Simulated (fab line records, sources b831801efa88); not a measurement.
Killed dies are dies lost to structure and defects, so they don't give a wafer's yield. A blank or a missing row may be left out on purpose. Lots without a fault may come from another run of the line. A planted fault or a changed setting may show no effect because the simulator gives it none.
Which tool did it? | flow gf180mcu | 13 lots, 39 wafers sampled, at 2 steps of a route of 602

WHAT THE GAUGES READ, wafer by wafer
GF_MIM_THK_MEAS_11: measures by xrf.
lot  | measured     | on            | MIM_ALCU_THK (nm)
L807 | day 24 13:55 | film_metro-03 | 199.7 197.9 198.9
L808 | day 24 19:06 | film_metro-02 | 203.6 200.6 203.1
L809 | day 25 07:33 | film_metro-02 | 205.3 204.1 205.2
L810 | day 25 18:40 | film_metro-03 | 200.7 198.9 198.3
L811 | day 25 23:50 | film_metro-02 | 201.6 202.2 199.9
L813 | day 26 12:19 | film_metro-02 | 202.0 197.7 203.3
L815 | day 27 05:54 | film_metro-03 | 204.5 204.1 201.7
L817 | day 27 21:22 | film_metro-02 | 203.8 200.3 200.5
L816 | day 27 23:28 | film_metro-03 | 201.7 196.4 201.6
L823 | day 29 15:01 | film_metro-02 | 200.5 201.7 199.3
L826 | day 30 09:01 | film_metro-03 | 200.6 199.8 201.5
L827 | day 30 13:39 | film_metro-03 | 194.1 197.4 196.4
L830 | day 31 10:54 | film_metro-02 | 202.9 201.0 201.3

WHICH TOOL RAN EACH LOT (tool, then ch and the chambers of the sampled wafers, then the start)
lot  | GF_M3_SPUTTER_00
L807 | pvd_sputter-01, day 20 11:12
L808 | pvd_sputter-02, day 20 15:56
L809 | pvd_sputter-01, day 21 06:22
L810 | pvd_sputter-02, day 21 17:54
L811 | pvd_sputter-04, day 22 00:08
L813 | pvd_sputter-01, day 22 14:11
L815 | pvd_sputter-01, day 23 09:35
L817 | pvd_sputter-02, day 24 02:14
L816 | pvd_sputter-01, day 24 05:01
L823 | pvd_sputter-02, day 26 01:31
L826 | pvd_sputter-02, day 26 20:26
L827 | pvd_sputter-04, day 27 01:39
L830 | pvd_sputter-01, day 28 01:16
- GF_M3_SPUTTER_00: material Ti, target thk 37.5 nm, time 150 s.

WHAT THE TOOLS THEMSELVES READ (means of the sampled wafers that have a number; where no wafer has one, the mark that the record gives instead)
GF_M3_SPUTTER_00.
lot  | tool           | cathode_dc_power_W (W) | throttle_valve_pct (%)
L807 | pvd_sputter-01 | 3999.8                 | 29.1
L808 | pvd_sputter-02 | 4000.3                 | 31.0
L809 | pvd_sputter-01 | 4000.1                 | 29.1
L810 | pvd_sputter-02 | 3999.7                 | 31.4
L811 | pvd_sputter-04 | 4000.0                 | 29.5
L813 | pvd_sputter-01 | 3999.5                 | 29.1
L815 | pvd_sputter-01 | 4000.4                 | 29.8
L817 | pvd_sputter-02 | 3999.7                 | 31.6
L816 | pvd_sputter-01 | 4000.0                 | 29.0
L823 | pvd_sputter-02 | 4000.1                 | 30.9
L826 | pvd_sputter-02 | 4000.2                 | 31.3
L827 | pvd_sputter-04 | 3999.2                 | 30.2
L830 | pvd_sputter-01 | 3999.6                 | 29.5

THE ANSWER, worked out from the rows above alone
Rule: what is usual is taken from the lots themselves. Put in order of their means at a reading, lots are off if they are a third of the lots or fewer, leave a main group of 4 or more, and stand apart from it by a gap of 3 or more times the standard deviation of the main group's means; of several such gaps the widest counts. A main group whose means are all the same, to the digits that the tables above print for the reading, isn't used. A lot without any number at a reading at which 4 lots or more have one is off too. The other lots that the step has rows for count as sound. The gauges are gone through in route order, then the tools' own readings, and for those a lot's mean is taken as printed above. The first step at which some lot is off is used, and at that step the reading that is off furthest; a lot without a number counts as furthest.
No lot is off at any reading shown: from this, nothing can be told.

WHAT THE SIMULATOR HAD PUT IN
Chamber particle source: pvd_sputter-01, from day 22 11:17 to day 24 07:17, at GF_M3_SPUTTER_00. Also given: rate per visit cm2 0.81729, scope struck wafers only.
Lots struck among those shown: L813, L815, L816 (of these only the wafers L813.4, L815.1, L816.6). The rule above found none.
